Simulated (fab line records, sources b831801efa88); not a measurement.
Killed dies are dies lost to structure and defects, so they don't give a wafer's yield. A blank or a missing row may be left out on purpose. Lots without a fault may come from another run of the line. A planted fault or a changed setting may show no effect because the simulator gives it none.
Which tool did it? | flow gf180mcu | 13 lots, 39 wafers sampled, at 5 steps of a route of 602

WHAT THE GAUGES READ, wafer by wafer
GF_TOP_METAL_RS_MEAS_05: measures by four-point-probe.
lot  | measured     | on            | TOP_METAL_ALCU_RS (ohm/sq)
L864 | day 27 02:58 | film_metro-02 | 0.0338 0.0325 0.0329
L865 | day 27 10:16 | film_metro-04 | 0.0330 0.0335 0.0325
L866 | day 27 11:23 | film_metro-01 | 0.0324 0.0329 0.0325
L867 | day 28 01:09 | film_metro-01 | 0.0325 0.0331 0.0327
L868 | day 28 15:43 | film_metro-02 | 0.0322 0.0324 0.0328
L869 | day 29 02:22 | film_metro-04 | 0.0327 0.0328 0.0329
L870 | day 29 03:09 | film_metro-01 | 0.0325 0.0319 0.0322
L873 | day 30 05:22 | film_metro-04 | 0.0335 0.0330 0.0327
L874 | day 30 19:53 | film_metro-04 | 0.0329 0.0324 0.0327
L876 | day 31 00:49 | film_metro-04 | 0.0329 0.0326 0.0327
L879 | day 32 00:04 | film_metro-04 | 0.0326 0.0327 0.0327
L880 | day 32 00:20 | film_metro-04 | 0.0324 0.0322 0.0319
L886 | day 33 00:15 | film_metro-01 | 0.0325 0.0328 0.0330

GF_TOP_METAL_CD_MEAS_14: target cd 440 nm.
lot  | measured     | on        | cd_nm (nm)
L864 | day 27 22:41 | cd_sem-01 | 437.3 438.0 439.4
L865 | day 28 05:08 | cd_sem-02 | 439.5 439.4 438.4
L866 | day 28 06:02 | cd_sem-01 | 438.4 440.7 440.3
L867 | day 28 20:02 | cd_sem-02 | 441.7 442.0 443.8
L868 | day 29 10:35 | cd_sem-02 | 463.7 463.5 463.1
L869 | day 29 20:47 | cd_sem-02 | 457.2 456.2 456.7
L870 | day 29 22:26 | cd_sem-01 | 458.3 460.0 458.0
L873 | day 30 23:41 | cd_sem-01 | 434.7 439.4 436.0
L874 | day 31 13:20 | cd_sem-01 | 450.6 449.7 449.9
L876 | day 31 18:38 | cd_sem-02 | 445.4 442.6 442.6
L879 | day 32 16:41 | cd_sem-02 | 443.4 442.1 442.6
L880 | day 32 17:05 | cd_sem-01 | 440.1 439.9 441.7
L886 | day 33 15:53 | cd_sem-01 | 444.0 441.9 441.9

WHICH TOOL RAN EACH LOT (tool, then ch and the chambers of the sampled wafers, then the start)
lot  | GF_V5_ETCH_16                      | GF_TOP_METAL_SPUTTER_00      | GF_TOP_METAL_EXPOSE_11
L864 | rie_diel-03 ch 0,2,3, day 27 01:22 | pvd_sputter-04, day 27 02:45 | iline_stepper-01 ch 0, day 27 13:20
L865 | rie_diel-04 ch 0,1,3, day 27 08:39 | pvd_sputter-04, day 27 10:02 | iline_stepper-02 ch 0, day 27 19:52
L866 | rie_diel-03 ch 0,2,3, day 27 09:47 | pvd_sputter-02, day 27 11:10 | iline_stepper-01 ch 0, day 27 20:49
L867 | rie_diel-03 ch 0,3, day 27 23:29   | pvd_sputter-04, day 28 00:52 | iline_stepper-01 ch 0, day 28 11:06
L868 | rie_diel-04 ch 0,2, day 28 14:06   | pvd_sputter-03, day 28 15:29 | iline_stepper-01 ch 0, day 29 01:35
L869 | rie_diel-04 ch 0,2,3, day 29 00:44 | pvd_sputter-03, day 29 02:08 | iline_stepper-01 ch 0, day 29 11:35
L870 | rie_diel-03 ch 0,1,3, day 29 01:09 | pvd_sputter-02, day 29 02:56 | iline_stepper-01 ch 0, day 29 12:50
L873 | rie_diel-04 ch 0,1,3, day 30 03:30 | pvd_sputter-04, day 30 05:08 | iline_stepper-02 ch 0, day 30 14:25
L874 | rie_diel-04 ch 0,1,3, day 30 18:16 | pvd_sputter-04, day 30 19:40 | iline_stepper-01 ch 0, day 31 04:31
L876 | rie_diel-04 ch 0,1, day 30 23:09   | pvd_sputter-03, day 31 00:34 | iline_stepper-02 ch 0, day 31 09:39
L879 | rie_diel-01 ch 1,3, day 31 22:21   | pvd_sputter-04, day 31 23:50 | iline_stepper-02 ch 0, day 32 08:29
L880 | rie_diel-03 ch 0,1, day 31 22:42   | pvd_sputter-02, day 32 00:04 | iline_stepper-02 ch 0, day 32 08:44
L886 | rie_diel-03 ch 1,2,3, day 32 22:39 | pvd_sputter-03, day 33 00:02 | iline_stepper-02 ch 0, day 33 08:44
- GF_V5_ETCH_16: etches BARC in N2/H2.
- GF_TOP_METAL_SPUTTER_00: material Ti, target thk 37.5 nm, time 150 s.
- GF_TOP_METAL_EXPOSE_11: exposes mask MetalTop, target cd 440 nm.

WHAT THE TOOLS THEMSELVES READ (means of the sampled wafers that have a number; where no wafer has one, the mark that the record gives instead)
GF_V5_ETCH_16.
lot  | tool        | drypump_motor_current_A (A) | oes_product_au (a.u.) | throttle_valve_pct (%)
L864 | rie_diel-03 | 5.7                         | 0.852                 | 13.225
L865 | rie_diel-04 | 5.7                         | 0.854                 | 13.225
L866 | rie_diel-03 | 5.7                         | 0.854                 | 13.225
L867 | rie_diel-03 | 5.6                         | 0.854                 | 13.214
L868 | rie_diel-04 | 5.5                         | 0.852                 | 13.215
L869 | rie_diel-04 | 5.5                         | 0.852                 | 13.215
L870 | rie_diel-03 | 5.5                         | 0.848                 | 13.227
L873 | rie_diel-04 | 5.7                         | 0.858                 | 13.232
L874 | rie_diel-04 | 5.8                         | 0.856                 | 13.220
L876 | rie_diel-04 | 5.9                         | 0.854                 | 13.228
L879 | rie_diel-01 | 6.2                         | 0.852                 | 13.222
L880 | rie_diel-03 | 5.4                         | 0.858                 | 13.224
L886 | rie_diel-03 | 5.7                         | 0.855                 | 13.220

GF_TOP_METAL_SPUTTER_00.
lot  | tool           | throttle_valve_pct (%)
L864 | pvd_sputter-04 | 29.4
L865 | pvd_sputter-04 | 29.2
L866 | pvd_sputter-02 | 30.3
L867 | pvd_sputter-04 | 29.4
L868 | pvd_sputter-03 | 30.2
L869 | pvd_sputter-03 | 30.3
L870 | pvd_sputter-02 | 29.1
L873 | pvd_sputter-04 | 29.3
L874 | pvd_sputter-04 | 29.1
L876 | pvd_sputter-03 | 30.2
L879 | pvd_sputter-04 | 29.2
L880 | pvd_sputter-02 | 28.2
L886 | pvd_sputter-03 | 30.0

GF_TOP_METAL_EXPOSE_11.
lot  | tool             | exposure_dose_mJ_cm2
L864 | iline_stepper-01 | 169.91
L865 | iline_stepper-02 | 169.83
L866 | iline_stepper-01 | 170.00
L867 | iline_stepper-01 | 169.90
L868 | iline_stepper-01 | 157.05
L869 | iline_stepper-01 | 159.45
L870 | iline_stepper-01 | 159.51
L873 | iline_stepper-02 | 169.99
L874 | iline_stepper-01 | 163.32
L876 | iline_stepper-02 | 169.85
L879 | iline_stepper-02 | 170.11
L880 | iline_stepper-02 | 169.77
L886 | iline_stepper-02 | 170.08

THE ANSWER, worked out from the rows above alone
Rule: what is usual is taken from the lots themselves. Put in order of their means at a reading, lots are off if they are a third of the lots or fewer, leave a main group of 4 or more, and stand apart from it by a gap of 3 or more times the standard deviation of the main group's means; of several such gaps the widest counts. A main group whose means are all the same, to the digits that the tables above print for the reading, isn't used. A lot without any number at a reading at which 4 lots or more have one is off too. The other lots that the step has rows for count as sound. The gauges are gone through in route order, then the tools' own readings, and for those a lot's mean is taken as printed above. The first step at which some lot is off is used, and at that step the reading that is off furthest; a lot without a number counts as furthest.
Off: L868, L869, L870, L874, at GF_TOP_METAL_EXPOSE_11 (exposure_dose_mJ_cm2). The main group: mean 169.94, standard deviation 0.11.
A tool fits if, at that step or a process step before it, it ran every lot that is off, and no sound lot after the first of them. One fits: iline_stepper-01 at GF_TOP_METAL_EXPOSE_11. Its last sound lot is L867 (day 28 11:06), its first lot that is off L868 (day 29 01:35): a fault that began between those two fits.
The tool's own readings at GF_TOP_METAL_EXPOSE_11 bear it out: on the lots that are off they differ by more than 5 times the standard deviation of the sound lots' means. exposure_dose_mJ_cm2 reads 159.83 there against 169.94 on the sound lots.

WHAT THE SIMULATOR HAD PUT IN
Process parameter drift: iline_stepper-01, from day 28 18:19 on, at GF_TOP_METAL_EXPOSE_11. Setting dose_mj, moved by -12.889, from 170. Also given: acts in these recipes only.
Lots struck among those shown: L868, L869, L870, L874. The rule above found the same.
